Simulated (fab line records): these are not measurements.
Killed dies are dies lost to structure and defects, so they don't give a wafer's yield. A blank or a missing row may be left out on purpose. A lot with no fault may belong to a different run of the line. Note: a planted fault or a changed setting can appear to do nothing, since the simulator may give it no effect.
Matching of chambers || flow sky130 || SKY_POLY_CUT_ETCH_10 on rieDiel-03: 4 sister chambers
The step etches BARC in N2/H2, stops on SiO2, time 45.9 s, target depth 60 nm. 8 wafers are shown with their chamber, then 11 later ones without.

== WAFERS PAIRED WITH THEIR CHAMBERS ==
{"wafer": "L080.1", "chamber": 2, "drypumpMotorCurrentA (A)": 6.3, "throttleValvePct (%)": 13.231}
{"wafer": "L080.6", "chamber": 1, "drypumpMotorCurrentA (A)": 5.6, "throttleValvePct (%)": 13.237}
{"wafer": "L084.2", "chamber": 0, "drypumpMotorCurrentA (A)": 5.6, "throttleValvePct (%)": 13.239}
{"wafer": "L084.4", "chamber": 0, "drypumpMotorCurrentA (A)": 5.6, "throttleValvePct (%)": 13.214}
{"wafer": "L089.1", "chamber": 2, "drypumpMotorCurrentA (A)": 6.3, "throttleValvePct (%)": 13.223}
{"wafer": "L089.2", "chamber": 3, "drypumpMotorCurrentA (A)": 5.9, "throttleValvePct (%)": 13.235}
{"wafer": "L089.3", "chamber": 1, "drypumpMotorCurrentA (A)": 5.5, "throttleValvePct (%)": 13.229}
{"wafer": "L090.2", "chamber": 3, "drypumpMotorCurrentA (A)": 5.9, "throttleValvePct (%)": 13.220}

== WAFERS MISSING THEIR CHAMBER ==
{"wafer": "L090.4", "drypumpMotorCurrentA (A)": 5.6, "throttleValvePct (%)": 13.220}
{"wafer": "L090.6", "drypumpMotorCurrentA (A)": 5.6, "throttleValvePct (%)": 13.238}
{"wafer": "L091.1", "drypumpMotorCurrentA (A)": 6.4, "throttleValvePct (%)": 13.235}
{"wafer": "L091.3", "drypumpMotorCurrentA (A)": 5.6, "throttleValvePct (%)": 13.217}
{"wafer": "L091.6", "drypumpMotorCurrentA (A)": 5.6, "throttleValvePct (%)": 13.225}
{"wafer": "L092.4", "drypumpMotorCurrentA (A)": 5.5, "throttleValvePct (%)": 13.237}
{"wafer": "L092.5", "drypumpMotorCurrentA (A)": 5.6, "throttleValvePct (%)": 13.225}
{"wafer": "L092.6", "drypumpMotorCurrentA (A)": 6.3, "throttleValvePct (%)": 13.220}
{"wafer": "L095.1", "drypumpMotorCurrentA (A)": 5.9, "throttleValvePct (%)": 13.238}
{"wafer": "L095.4", "drypumpMotorCurrentA (A)": 6.3, "throttleValvePct (%)": 13.227}
{"wafer": "L095.6", "drypumpMotorCurrentA (A)": 5.5, "throttleValvePct (%)": 13.220}

== THE CHAMBER EACH PASSED THROUGH ==
{"wafer": "L090.4", "from the rows above": "can't be placed: 0 or 1", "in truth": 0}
{"wafer": "L090.6", "from the rows above": "can't be placed: 0 or 1", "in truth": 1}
{"wafer": "L091.1", "from the rows above": 2, "in truth": 2}
{"wafer": "L091.3", "from the rows above": "can't be placed: 0 or 1", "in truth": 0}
{"wafer": "L091.6", "from the rows above": "can't be placed: 0 or 1", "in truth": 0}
{"wafer": "L092.4", "from the rows above": "can't be placed: 1 or 0", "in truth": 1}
{"wafer": "L092.5", "from the rows above": "can't be placed: 0 or 1", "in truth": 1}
{"wafer": "L092.6", "from the rows above": 2, "in truth": 2}
{"wafer": "L095.1", "from the rows above": 3, "in truth": 3}
{"wafer": "L095.4", "from the rows above": 2, "in truth": 2}
{"wafer": "L095.6", "from the rows above": "can't be placed: 1 or 0", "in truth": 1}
Placed correctly: 4 of 11. From these rows, 7 cannot be placed; in 7 the true chamber is one of the candidates. Wrongly placed: 0.
How it was worked out, from the rows above alone: a wafer's distance from a chamber is the root of the sum, over the readings, of the square of ((its reading less the chamber's mean) divided by the reading's scatter). The wafer belongs to the nearest chamber; if the next one is less than 2 further off, it can't be placed. Each chamber's mean is taken over the wafers shown for it. The scatter: take each reading less its chamber's mean, square it, sum over the shown wafers, divide by the number of wafers less the number of chambers, and take the root.
